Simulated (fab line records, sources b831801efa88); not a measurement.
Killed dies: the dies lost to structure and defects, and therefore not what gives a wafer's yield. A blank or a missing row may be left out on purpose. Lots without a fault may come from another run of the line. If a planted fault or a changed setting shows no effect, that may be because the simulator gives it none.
Check of tool commonality + flow sky130 + Sample size 12 lots and 39 wafers

== REASON FOR OPENING ==
Of 12 lots, 1 have the reading LDD_P_TW flagged at SKY_LDD_P_TW_MEAS_11. Fault-free wafers read 638, with a standard deviation of 7.4.
Rule: a lot is flagged in two cases, either no wafer of it has a number, or all its wafers with numbers fall more than 4 standard deviations from that mean. As for the other lots, they are considered sound.

| lot  | measured     | on           | LDD_P_TW, wafer by wafer | flag    |
|------|--------------|--------------|--------------------------|---------|
| L456 | day 19 16:44 | filmMetro-02 | 633 628 628              |         |
| L457 | day 19 18:30 | filmMetro-04 | 643 646 642              |         |
| L458 | day 20 01:23 | filmMetro-03 | 637 640 641              |         |
| L459 | day 20 06:56 | filmMetro-03 | 641 642 642              |         |
| L460 | day 20 21:26 | filmMetro-04 | 640 644 645              |         |
| L462 | day 21 12:11 | filmMetro-02 | 630 632 630              |         |
| L463 | day 21 23:27 | filmMetro-02 | 627 630 632              |         |
| L464 | day 22 02:57 | filmMetro-03 | 640 638 640              |         |
| L468 | day 23 22:08 | filmMetro-02 | 30 30 30 30 30 30        | FLAGGED |
| L477 | day 26 14:35 | filmMetro-04 | 646 647 651              |         |
| L479 | day 27 15:41 | filmMetro-04 | 643 639 641              |         |
| L478 | day 27 17:52 | filmMetro-02 | 633 631 632              |         |
Average over the flagged lots: 30; offset from the usual -608, equal to -82 standard deviations.

== WHICH TOOL RAN EACH LOT ==
The record holds 1 process step before the reading, out of a route of 708 steps. Every cell lists first the tool, next ch and the chambers used by the sampled wafers, and last the start.
| lot  | flag    | SKY_LDD_P_EXPOSE_04                |
|------|---------|------------------------------------|
| L456 |         | ilineStepper-01 ch 0, day 19 00:49 |
| L457 |         | ilineStepper-02 ch 0, day 19 02:13 |
| L458 |         | ilineStepper-01 ch 0, day 19 09:18 |
| L459 |         | ilineStepper-01 ch 0, day 19 15:28 |
| L460 |         | ilineStepper-01 ch 0, day 20 06:02 |
| L462 |         | ilineStepper-02 ch 0, day 20 19:55 |
| L463 |         | ilineStepper-02 ch 0, day 21 07:56 |
| L464 |         | ilineStepper-02 ch 0, day 21 11:31 |
| L468 | FLAGGED | ilineStepper-02 ch 0, day 23 06:21 |
| L477 |         | ilineStepper-02 ch 0, day 25 23:49 |
| L479 |         | ilineStepper-01 ch 0, day 27 01:48 |
| L478 |         | ilineStepper-01 ch 0, day 27 02:41 |
These steps, and what they do:
- SKY_LDD_P_EXPOSE_04: exposes mask PSDM, target cd 380 nm.
- SKY_LDD_P_TW_MEAS_11

== FLAGGED AGAINST TOTAL, ONE TOOL AT A TIME (gauges that did the reading follow at the end) ==
| step                 | tool            | lots run | flagged | share of the flagged lots | sound lots run after its first flagged lot |
|----------------------|-----------------|----------|---------|---------------------------|--------------------------------------------|
| SKY_LDD_P_EXPOSE_04  | ilineStepper-01 | 6        | 0       | none                      | -                                          |
| SKY_LDD_P_EXPOSE_04  | ilineStepper-02 | 6        | 1       | all                       | 1 (L477)                                   |
| SKY_LDD_P_TW_MEAS_11 | filmMetro-02    | 5        | 1       | all                       | 1 (L478)                                   |
| SKY_LDD_P_TW_MEAS_11 | filmMetro-03    | 3        | 0       | none                      | -                                          |
| SKY_LDD_P_TW_MEAS_11 | filmMetro-04    | 4        | 0       | none                      | -                                          |

== WHAT THE TABLE ALLOWS ==
Rows of the table that ran all the flagged lots, 2 in number: ilineStepper-02 at SKY_LDD_P_EXPOSE_04; filmMetro-02 at SKY_LDD_P_TW_MEAS_11.
- ilineStepper-02 at SKY_LDD_P_EXPOSE_04: 1 of its 6 lots flagged. Sound lots followed the first flagged one (L477) on it, something a lasting fault affecting the whole tool could not allow.
- filmMetro-02 at SKY_LDD_P_TW_MEAS_11: 1 of its 5 lots flagged. Sound lots followed the first flagged one (L478) on it, something a lasting fault affecting the whole tool could not allow.
Every row of the table either missed a flagged lot or ran a sound lot after the first.

== WHAT THE SIMULATOR HAD INSERTED ==
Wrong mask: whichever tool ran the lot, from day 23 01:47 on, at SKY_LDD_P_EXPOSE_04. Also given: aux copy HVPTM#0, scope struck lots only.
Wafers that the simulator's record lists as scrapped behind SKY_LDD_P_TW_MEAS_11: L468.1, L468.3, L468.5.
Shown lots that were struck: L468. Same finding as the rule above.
